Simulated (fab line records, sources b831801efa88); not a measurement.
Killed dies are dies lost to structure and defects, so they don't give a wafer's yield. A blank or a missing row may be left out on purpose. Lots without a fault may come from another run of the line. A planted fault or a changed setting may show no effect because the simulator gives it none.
fab line records | flow sky130
record lots=13 wafers=39 last_day=50
route steps=708 shown FIELD_ISO@15 DNWELL@39 PWDE@55 SONOS_ONO@171 LOCAL_INTERCONNECT@389
lots that met no fault: from a run of the same line without faults
start_h: hours from the record's first day to the start of the lot's first wafer shown | wait_h: hours since the lot's step before | " the same as in the row above | L1.1+2: a row that stands for several wafers | - no value, or no start given | * or withheld: withheld | < > ~ a bound
route shown NAME@n: a module of which the file shows steps, and the number in the route of the first | usual: mean/standard deviation of fault-free wafers | same: alike in all rows | chamber/n: place in a boat | sites: the reading at each site | _std_site: their standard deviation | _edge_site: outer sites' mean less inner sites' | radius_mm: how far each site lies from the wafer's centre | mask NAME#n: copy n | behind: the tool/chamber that last shaped the wafer | hold: why the lot was held/for how many hours/how that ended | device: the transistor (n, p or np) that didn't switch | end of line: the same wafers' tests at the end of the route | a step without rows: its recipe alone | killed: dies lost to structure and defects at the first sort, not the wafer's yield | map: a wafer's dies, x killed, . not, _ none there
set.NAME: the setting as run; set.NAME@STEP: as run at that earlier step | model.NAME: the simulator's own value behind a step, which no gauge read
steps of the route over a sample of lots; a table a step, a row a wafer
services: from which hour (start_h, from the record's first day; less than 0 if before it) a tool's chamber was out of use, for how many hours, and why
## steps
# step SKY_FIELD_ISO_ETCH_14
# recipe chemistry=N2/H2 target=BARC ion_energy_ev=200 source_w=500 bias_w=100 pressure_mtorr=30 n2_flow_sccm=100 h2_flow_sccm=200 stop_on=SiO2 time_s=45.9 target_depth_a=600
# usual drypump_motor_current_A=5.6/0.58 oes_product_au=0.854/0.0053 rf_fwd_power_W=494.8/2.2 throttle_valve_pct=13.224/0.0087
# columns lot.wafer tool chamber start_h wait_h drypump_motor_current_A oes_product_au rf_fwd_power_W rf_hours_counter_h throttle_valve_pct
L218.4 rie_diel-04 1 39.58 0.0 5.0 0.855 494.7 155 13.232
L218.5 " 1 " " 5.1 0.854 495.4 - 13.223
L218.6 " 2 " " 6.5 0.854 494.4 - 13.231
L219.1 rie_diel-04 0 45.38 0.1 5.5 0.847 495.7 25 13.230
L219.2 " 1 " " 5.1 0.851 495.7 155 13.229
L219.3 " 3 " " 5.9 0.855 498.7 132 13.219
L221.2 rie_diel-02 2 57.33 0.1 6.6 0.857 491.1 30 13.232
L221.3 " 3 " " 4.8 0.857 490.7 1 13.218
L221.6 " 0 " " 5.2 0.853 491.6 - 13.232
L222.1 rie_diel-03 1 59.08 0.1 6.0 0.856 494.9 109 13.229
L222.2 " 0 " " 5.9 0.865 492.7 111 13.206
L222.5 " 0 " " 5.9 0.853 490.8 - 13.216
L226.3 rie_diel-02 1 81.03 0.1 4.8 0.845 497.0 54 13.206
L226.4 " 0 " " 5.2 0.862 494.2 4 13.230
L226.6 " 0 " " 5.2 0.853 494.4 - 13.227
L227.1 rie_diel-03 0 86.61 0.1 5.8 0.859 488.6 111 13.221
L227.4 " 2 " " 6.4 0.853 496.3 6 13.209
L227.5 " 3 " " 5.3 0.851 491.3 - 13.231
L230.3 rie_diel-04 2 103.08 0.1 6.4 0.846 497.2 159 13.221
L230.4 " 3 " " 5.8 0.855 498.3 133 13.207
L230.6 " 3 " " 5.8 0.860 498.5 - 13.214
L231.3 rie_diel-02 1 106.33 0.1 4.8 0.858 497.9 55 13.211
L231.4 " 3 " " 4.8 0.851 492.7 - 13.221
L231.6 " 1 " " 4.8 0.858 496.0 - 13.229
L234.2 rie_diel-04 1 121.98 0.1 5.1 0.848 497.4 157 13.226
L234.3 " 3 " " 5.9 0.857 498.0 133 13.217
L234.6 " 0 " " 5.5 0.854 496.3 - 13.229
L236.2 rie_diel-04 1 133.33 0.1 5.1 0.848 497.2 157 13.240
L236.3 " 0 " " 5.5 0.855 491.5 27 13.232
L236.5 " 3 " " 5.8 0.851 493.4 - 13.221
L237.1 rie_diel-02 0 136.66 0.1 5.2 0.862 492.8 6 13.223
L237.2 " 2 " " 6.6 0.853 493.3 31 13.232
L237.4 " 1 " " 4.8 0.866 498.7 56 13.224
L238.1 rie_diel-03 0 144.01 0.1 5.8 0.863 492.5 112 13.224
L238.2 " 3 " " 5.4 0.859 494.7 123 13.207
L238.4 " 1 " " 6.0 0.859 497.6 111 13.247
L239.1 rie_diel-04 1 148.06 0.1 5.1 0.860 493.8 157 13.238
L239.4 " 0 " " 5.5 0.854 494.0 - 13.214
L239.5 " 3 " " 5.9 0.848 494.9 - 13.211
# step SKY_DNWELL_EXPOSE_04
# recipe mask_id=DNM na=0.57 target_cd_nm=3000 dose_mj=222
# columns lot.wafer tool chamber start_h wait_h mask
L218.4+5+6 iline_stepper-01 0 54.50 - DNM#0
L219.1+2+3 iline_stepper-01 0 62.11 - DNM#0
L221.2+3+6 iline_stepper-01 0 72.52 - DNM#0
L222.1+2+5 iline_stepper-02 0 73.59 - DNM#0
L226.3+4+6 iline_stepper-02 0 100.66 - DNM#0
L227.1+4+5 iline_stepper-01 0 108.02 - PWDEM#0
L230.3+4+6 iline_stepper-02 0 119.18 - DNM#0
L231.3+4+6 iline_stepper-01 0 123.60 - DNM#0
L234.2+3+6 iline_stepper-01 0 139.66 - DNM#0
L236.2+3+5 iline_stepper-01 0 150.59 - DNM#0
L237.1+2+4 iline_stepper-01 0 153.54 - DNM#0
L238.1+2+4 iline_stepper-01 0 161.09 - DNM#0
L239.1+4+5 iline_stepper-02 0 165.69 - DNM#0
# step SKY_DNWELL_TW_MEAS_09
# usual DNWELL_TW=1113/13
# columns lot.wafer tool chamber start_h wait_h DNWELL_TW
L218.4 film_metro-01 - 62.22 0.1 1100
L218.5 " - " " 1100
L218.6 " - " " 1104
L219.1 film_metro-01 - 70.24 0.1 1099
L219.2 " - " " 1104
L219.3 " - " " 1102
L221.2 film_metro-02 - 80.42 0.1 1124
L221.3 " - " " 1126
L221.6 " - " " 1129
L222.1 film_metro-04 - 81.87 0.1 1123
L222.2 " - " " 1125
L222.5 " - " " 1125
L226.3 film_metro-01 - 109.74 0.1 1109
L226.4 " - " " 1105
L226.6 " - " " 1105
L227.1 film_metro-01 - 116.66 0.1 30
L227.4 " - " " 30
L227.5 " - " " 30
L230.3 film_metro-02 - 128.78 0.1 1133
L230.4 " - " " 1127
L230.6 " - " " 1128
L231.3 film_metro-04 - 132.44 0.1 1124
L231.4 " - " " 1133
L231.6 " - " " 1131
L234.2 film_metro-01 - 150.30 0.1 1101
L234.3 " - " " 1099
L234.6 " - " " 1106
L236.2 film_metro-01 - 159.73 0.1 1104
L236.3 " - " " 1099
L236.5 " - " " 1099
L237.1 film_metro-01 - 162.87 0.1 1100
L237.2 " - " " 1105
L237.4 " - " " 1096
L238.1 film_metro-01 - 172.17 0.1 1119
L238.2 " - " " 1119
L238.4 " - " " 1119
L239.1 film_metro-01 - 176.57 0.1 1126
L239.4 " - " " 1121
L239.5 " - " " 1110
# step SKY_PWDE_TW_MEAS_10
# usual PWDE_TW=375/3.7
# columns lot.wafer tool chamber start_h wait_h PWDE_TW
L218.4 film_metro-04 - 78.74 0.1 377
L218.5 " - " " 376
L218.6 " - " " 376
L219.1 film_metro-04 - 87.41 0.1 376
L219.2 " - " " 378
L219.3 " - " " 377
L221.2 film_metro-04 - 97.12 0.1 377
L221.3 " - " " 379
L221.6 " - " " 379
L222.1 film_metro-01 - 98.46 0.1 368
L222.2 " - " " 371
L222.5 " - " " 372
L226.3 film_metro-04 - 128.08 0.1 373
L226.4 " - " " 375
L226.6 " - " " 374
L227.1 film_metro-01 - 135.30 0.1 1112
L227.4 " - " " 1108
L227.5 " - " " 1110
L230.3 film_metro-02 - 147.62 0.1 379
L230.4 " - " " 379
L230.6 " - " " 380
L231.3 film_metro-01 - 152.05 0.1 370
L231.4 " - " " 369
L231.6 " - " " 369
L234.2 film_metro-04 - 171.27 0.1 376
L234.3 " - " " 376
L234.6 " - " " 377
L236.2 film_metro-04 - 180.81 0.1 376
L236.3 " - " " 378
L236.5 " - " " 378
L237.1 film_metro-01 - 183.35 0.1 373
L237.2 " - " " 371
L237.4 " - " " 377
L238.1 film_metro-01 - 192.35 0.1 368
L238.2 " - " " 369
L238.4 " - " " 366
L239.1 film_metro-02 - 197.35 0.1 376
L239.4 " - " " 376
L239.5 " - " " 378
# step SKY_SONOS_ONO_THK_MEAS_03
# recipe reads=Si3N4_of_SONOS_ONO_CVD_02
# usual SONOS_ONO_CVD_02_THK=10.47/0.15
# columns lot.wafer tool chamber start_h wait_h SONOS_ONO_CVD_02_THK[nm]
L218.4 film_metro-04 - 268.19 0.0 10.36
L218.5 " - " " 10.47
L218.6 " - " " 10.39
L219.1 film_metro-04 - 277.51 0.0 9.98
L219.2 " - " " 9.99
L219.3 " - " " 10.18
L221.2 film_metro-02 - 294.61 0.0 10.47
L221.3 " - " " 10.41
L221.6 " - " " 10.40
L222.1 film_metro-04 - 295.65 0.0 10.48
L222.2 " - " " 10.49
L222.5 " - " " 10.45
L226.3 film_metro-02 - 333.79 0.0 10.53
L226.4 " - " " 10.66
L226.6 " - " " 10.69
L227.1 film_metro-02 - 344.82 0.0 10.61
L227.4 " - " " 10.50
L227.5 " - " " 10.62
L230.3 film_metro-03 - 365.75 0.0 10.31
L230.4 " - " " 10.12
L230.6 " - " " 10.22
L231.3 film_metro-02 - 367.03 0.0 10.53
L231.4 " - " " 10.52
L231.6 " - " " 10.53
L234.2 film_metro-02 - 398.34 0.0 10.41
L234.3 " - " " 10.42
L234.6 " - " " 10.50
L236.2 film_metro-02 - 410.59 0.0 10.52
L236.3 " - " " 10.54
L236.5 " - " " 10.48
L237.1 film_metro-02 - 416.36 0.0 10.70
L237.2 " - " " 10.74
L237.4 " - " " 10.73
L238.1 film_metro-03 - 426.96 0.0 10.46
L238.2 " - " " 10.70
L238.4 " - " " 10.64
L239.1 film_metro-04 - 436.49 0.0 10.70
L239.4 " - " " 10.54
L239.5 " - " " 10.49
# step SKY_LOCAL_INTERCONNECT_THK_MEAS_02
# recipe thk_meas_gauge=xrf reads=TiN_of_LOCAL_INTERCONNECT_SPUTTER_00
# usual LOCAL_INTERCONNECT_TIN_THK=101.8/1.3
# columns lot.wafer tool chamber start_h wait_h LOCAL_INTERCONNECT_TIN_THK[nm]
L218.4 film_metro-03 - 695.06 0.1 102.8
L218.5 " - " " 101.4
L218.6 " - " " 101.9
L219.1 film_metro-03 - 713.50 0.1 101.9
L219.2 " - " " 102.3
L219.3 " - " " 103.7
L222.1 film_metro-01 - 721.86 0.1 103.0
L222.2 " - " " 104.0
L222.5 " - " " 102.3
L221.2 film_metro-03 - 722.72 0.1 100.0
L221.3 " - " " 101.1
L221.6 " - " " 100.9
L226.3 film_metro-03 - 759.96 0.1 102.3
L226.4 " - " " 101.2
L226.6 " - " " 100.7
L227.1 film_metro-01 - 771.39 0.1 102.5
L227.4 " - " " 102.0
L227.5 " - " " 100.9
L230.3 film_metro-03 - 791.05 0.1 103.7
L230.4 " - " " 101.9
L230.6 " - " " 104.0
L231.3 film_metro-02 - 795.06 0.1 103.6
L231.4 " - " " 103.9
L231.6 " - " " 104.3
L234.2 film_metro-01 - 821.93 0.1 101.4
L234.3 " - " " 102.5
L234.6 " - " " 102.0
L236.2 film_metro-01 - 828.98 0.1 99.1
L236.3 " - " " 101.2
L236.5 " - " " 100.5
L237.1 film_metro-03 - 837.87 0.1 102.7
L237.2 " - " " 103.0
L237.4 " - " " 103.5
L238.1 film_metro-03 - 844.68 0.1 101.0
L238.2 " - " " 101.8
L238.4 " - " " 102.6
L239.1 film_metro-02 - 853.97 0.1 101.1
L239.4 " - " " 101.0
L239.5 " - " " 99.4
## services
# columns tool chamber start_h hours kind
rie_diel-03 3 23.67 8.9 repair
rie_diel-02 0 27.59 5.3 repair
iline_stepper-01 - 40.47 6.4 repair
rie_diel-02 0 70.87 1.6 repair
rie_diel-02 2 82.64 40.7 repair
rie_diel-03 2 102.17 2.8 repair
rie_diel-03 1 131.86 8.5 repair
rie_diel-03 - 132.25 2.8 pm
iline_stepper-01 0 138.61 - calibration
iline_stepper-01 - 139.97 1.7 pm
rie_diel-04 2 146.22 3.5 repair
rie_diel-03 3 148.89 1.7 repair
rie_diel-04 2 149.71 - clean
rie_diel-04 2 149.71 14.6 scheduled_down
rie_diel-04 2 149.71 14.6 vent_cycle
rie_diel-03 2 152.28 5.0 repair
rie_diel-04 3 157.20 4.6 repair
iline_stepper-02 - 159.10 4.2 repair
rie_diel-04 1 164.34 - clean
rie_diel-04 1 164.34 22.1 scheduled_down
rie_diel-04 1 164.34 22.1 vent_cycle
## key
first_sign step=SKY_DNWELL_EXPOSE_04 reading=mask direction=changed
effect step=SKY_DNWELL_TW_MEAS_09 reading=DNWELL_TW direction=down sigmas=85 usual=1113 struck=30
effect step=SKY_PWDE_TW_MEAS_10 reading=PWDE_TW direction=up sigmas=99+ usual=375 struck=1110
met_at SKY_DNWELL_EXPOSE_04
struck_lots L227
rows_end L227.1,L227.4,L227.5
not_acting_at SKY_FIELD_ISO_ETCH_14,SKY_SONOS_ONO_THK_MEAS_03,SKY_LOCAL_INTERCONNECT_THK_MEAS_02
onset_between 72.52 108.02
fault kind=wrong_mask tool=any chamber=- onset_h=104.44 steps=SKY_DNWELL_EXPOSE_04 aux_copy=PWDEM#0 scope=struck_lots_only
# rows_end: these wafers met a further fault down the route, and their rows from its step on are left out
